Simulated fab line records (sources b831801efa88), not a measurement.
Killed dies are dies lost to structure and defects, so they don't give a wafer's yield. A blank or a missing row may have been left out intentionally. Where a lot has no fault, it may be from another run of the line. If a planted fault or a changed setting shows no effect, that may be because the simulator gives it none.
Which tool is to blame? :: flow sky130 :: 12 lots with 36 wafers sampled at 2 steps, on a route of 708 steps

WHAT EACH GAUGE READ, for each wafer
SKY_CONTACT_BOW_MEAS_05.
lot: L075
measured: day 31 02:13
on: film metro-03
CONTACT_BOW (um): 93 93 97

lot: L078
measured: day 32 04:14
on: film metro-03
CONTACT_BOW (um): 86 80 82

lot: L080
measured: day 32 13:01
on: film metro-03
CONTACT_BOW (um): 87 81 71

lot: L081
measured: day 32 22:39
on: film metro-03
CONTACT_BOW (um): 82 82 86

lot: L083
measured: day 33 12:44
on: film metro-03
CONTACT_BOW (um): 76 84 83

lot: L085
measured: day 34 02:43
on: film metro-02
CONTACT_BOW (um): 84 89 76

lot: L086
measured: day 34 11:35
on: film metro-03
CONTACT_BOW (um): 75 81 75

lot: L089
measured: day 34 19:28
on: film metro-02
CONTACT_BOW (um): 87 91 102

lot: L091
measured: day 36 05:24
on: film metro-04
CONTACT_BOW (um): 78 90 88

lot: L093
measured: day 36 15:00
on: film metro-03
CONTACT_BOW (um): 80 80 92

lot: L095
measured: day 37 08:19
on: film metro-02
CONTACT_BOW (um): 83 98 87

lot: L097
measured: day 37 12:29
on: film metro-02
CONTACT_BOW (um): 97 72 83

EACH LOT AND THE TOOL THAT RAN IT (in order: tool; ch and the chambers of the sampled wafers; start)
lot: L075
SKY_LOCAL_INTERCONNECT_SPUTTER_00: pvd sputter-02, day 29 20:51

lot: L078
SKY_LOCAL_INTERCONNECT_SPUTTER_00: pvd sputter-04, day 30 23:32

lot: L080
SKY_LOCAL_INTERCONNECT_SPUTTER_00: pvd sputter-02, day 31 09:10

lot: L081
SKY_LOCAL_INTERCONNECT_SPUTTER_00: pvd sputter-02, day 31 19:24

lot: L083
SKY_LOCAL_INTERCONNECT_SPUTTER_00: pvd sputter-04, day 32 08:24

lot: L085
SKY_LOCAL_INTERCONNECT_SPUTTER_00: pvd sputter-02, day 32 22:22

lot: L086
SKY_LOCAL_INTERCONNECT_SPUTTER_00: pvd sputter-04, day 33 07:05

lot: L089
SKY_LOCAL_INTERCONNECT_SPUTTER_00: pvd sputter-04, day 33 15:09

lot: L091
SKY_LOCAL_INTERCONNECT_SPUTTER_00: pvd sputter-04, day 35 02:35

lot: L093
SKY_LOCAL_INTERCONNECT_SPUTTER_00: pvd sputter-04, day 35 11:21

lot: L095
SKY_LOCAL_INTERCONNECT_SPUTTER_00: pvd sputter-01, day 36 04:28

lot: L097
SKY_LOCAL_INTERCONNECT_SPUTTER_00: pvd sputter-04, day 36 09:03
- SKY_LOCAL_INTERCONNECT_SPUTTER_00: material TiN, target thk 100 nm, time 83.3 s.

THE ANSWER, worked out from the rows above alone
Rule: the lots themselves supply what counts as usual. Put in order of their means at a reading, lots are off if they are a third of the lots or fewer, leave a main group of 4 or more, and stand apart from it by a gap of 3 or more times the standard deviation of the main group's means; of several such gaps the widest counts. The tables above print the reading to a certain number of digits; a main group whose means all agree to those digits is not used. A lot without any number at a reading at which 4 lots or more have one is off too. Where the step has rows for the other lots, those lots are counted as sound.
No lot is off at any reading shown: from this, nothing can be told.

WHAT THE SIMULATOR HAD PUT IN
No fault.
